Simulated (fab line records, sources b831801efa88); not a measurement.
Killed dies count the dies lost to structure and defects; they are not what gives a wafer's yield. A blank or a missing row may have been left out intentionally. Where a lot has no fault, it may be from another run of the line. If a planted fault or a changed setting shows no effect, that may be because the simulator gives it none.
Struck lot and sound lot, side by side ; flow sky130 ; 17 out of 708 route steps
Sound: these wafers, L897.1, L897.3, L897.5. Wafers struck: L895.2, L895.5, L895.6. The cause is named last.
At each step with rows: each side's tool, then ch and its chambers, then its first start. Under that, the readings that differ: sound wafers ; struck wafers ; difference of the means ; sigmas: that difference in standard deviations of wafers without a fault.
alike: a reading whose means differ by less than 2 such deviations, as well as words and numbers matching on both sides. not compared: withheld readings; readings where some wafer has no value; bounds like >300 that might hide an equal value; numbers whose values overlap and for which the record gives no deviation.
A row with sigmas, a row that says differs or no value, or rows on one side alone: a step with any of these is where the two part. When numbers do not overlap yet have no deviation, they are printed without sigmas and do not part them. A reading that every wafer of one side lacks parts them only if that side has two wafers or more.

first, 1 step without rows for these wafers: SKY_VT_ADJUST_LVTN_IMPLANT_19.
SKY_VT_ADJUST_LVTN_STRIP_20: strips in O2/N2.
  sound on plasma asher-04 ch 0,1, day 11 14:54; struck on plasma asher-03 ch 0,1, day 10 22:50
  alike: drypump motor current A, oes product au, strip time to endpoint s
  not compared: rf hours counter h
SKY_VT_ADJUST_LVTN_TW_MEAS_21:
  sound on film metro-02, day 11 15:00; struck on film metro-03, day 10 22:56
reading;sound;struck;difference;sigmas
VT_ADJUST_LVTN_2_TW;184.1 184.3 184.2;187.0 187.9 188.4;+3.6;+2
then, 7 steps without rows for these wafers: SKY_VT_ADJUST_NCORE_DEHYDRATE_00 (time 60 s); SKY_VT_ADJUST_NCORE_HMDS_01 (prime time 60 s); SKY_VT_ADJUST_NCORE_COAT_02 (resist thk 1140 nm); SKY_VT_ADJUST_NCORE_SOFTBAKE_03 (time 60 s); SKY_VT_ADJUST_NCORE_EXPOSE_04 (exposes mask LVTN COMPLEMENT THIN, target cd 380 nm); SKY_VT_ADJUST_NCORE_PEB_05; SKY_VT_ADJUST_NCORE_DEVELOP_06 (develop time 60 s).
SKY_VT_ADJUST_NCORE_CD_MEAS_07: target cd 380 nm.
  sound on cd sem-02, day 12 14:59; struck on cd sem-02, day 11 23:23
  alike: cd nm
SKY_VT_ADJUST_NCORE_OVL_MEAS_08:
  sound on overlay-02, day 12 15:07; struck on overlay-01, day 11 23:29
  alike: VT_ADJUST_NCORE_OVL
SKY_VT_ADJUST_NCORE_IMPLANT_09:
  sound on implanter-04 ch 0, day 12 15:08; struck on implanter-03 ch 0, day 11 23:33
reading;sound;struck;difference;sigmas
beam energy keV;9.9971 9.9994 10.003;6.5944 6.5977 6.6004;-3.4023;-99 or more
model.implant.rp nm (nm);32.94 32.94 32.94;22.69 22.69 22.69;-10.25;
model.implant.drp nm (nm);17.11 17.11 17.11;12.79 12.79 12.79;-4.32;
  alike: beam on s
SKY_VT_ADJUST_NCORE_STRIP_10: strips in O2/N2.
  sound on plasma asher-03 ch 0, day 12 15:17; struck on plasma asher-04 ch 0,1, day 11 23:40
  alike: drypump motor current A, oes product au, strip time to endpoint s
  not compared: rf hours counter h
SKY_VT_ADJUST_NCORE_TW_MEAS_11:
  sound on film metro-04, day 12 15:23; struck on film metro-04, day 11 23:47
reading;sound;struck;difference;sigmas
VT_ADJUST_NCORE_TW;217.4 219.6 217.4;198.9 197.7 197.6;-20.1;-14
then, 1 step without rows for these wafers: SKY_VT_ADJUST_HVTR_DEHYDRATE_00 (time 60 s).
-- a jump in the record: the struck wafers' starts before and after are 37 days apart (it breaks off in module VT_ADJUST_HVTR and resumes in module PAD_OPEN, where the first step shown is number 708 of the route) --
SKY_PAD_OPEN_PROBE_99:
  sound on prober-02, day 49 22:17; struck on prober-01, day 49 03:47
reading;sound;struck;difference;sigmas
model.etest.nfet_16v.r on ohm um;1.428e+04 1.415e+04 1.422e+04;1.355e+04 1.365e+04 1.361e+04;-6.133e+02;
model.etest.res pwell under gate.rs ohm sq;2285 2282 2285;2360 2349 2336;+64;
model.etest.pfet_16v.drive ua um;239.5 243.6 245.5;237 235.7 238.1;-6;
model.etest.nfet_16v.drive ua um;215.6 216.9 215.8;225.1 228.1 226.3;+10.4;
model.etest.pfet g5v0d10v5.off log10 a um;-12.88 -12.79 -12.69;-13.45 -13.45 -13.44;-0.66;
model.etest.pfet g5v0d10v5.vt sat v (V);-0.6549 -0.6513 -0.6583;-0.7425 -0.7246 -0.744;-0.0822;
  alike: killed_at_M0_to_M3, killed_at_M4_up, killed at contacts, killed at front end, killed at other, killed dies, killed open, killed short
  not compared: model.etest.pfet g5v0d10v5.r on ohm um, model.etest.pfet g5v0d10v5.drive ua um

== WHERE THEY PART ==
At SKY_VT_ADJUST_LVTN_TW_MEAS_21 first; at SKY_VT_ADJUST_NCORE_TW_MEAS_11 last (within this record only). Later steps at which nothing parts them and some readings are alike: SKY_PAD_OPEN_PROBE_99.

WHY: whatever the simulator had introduced
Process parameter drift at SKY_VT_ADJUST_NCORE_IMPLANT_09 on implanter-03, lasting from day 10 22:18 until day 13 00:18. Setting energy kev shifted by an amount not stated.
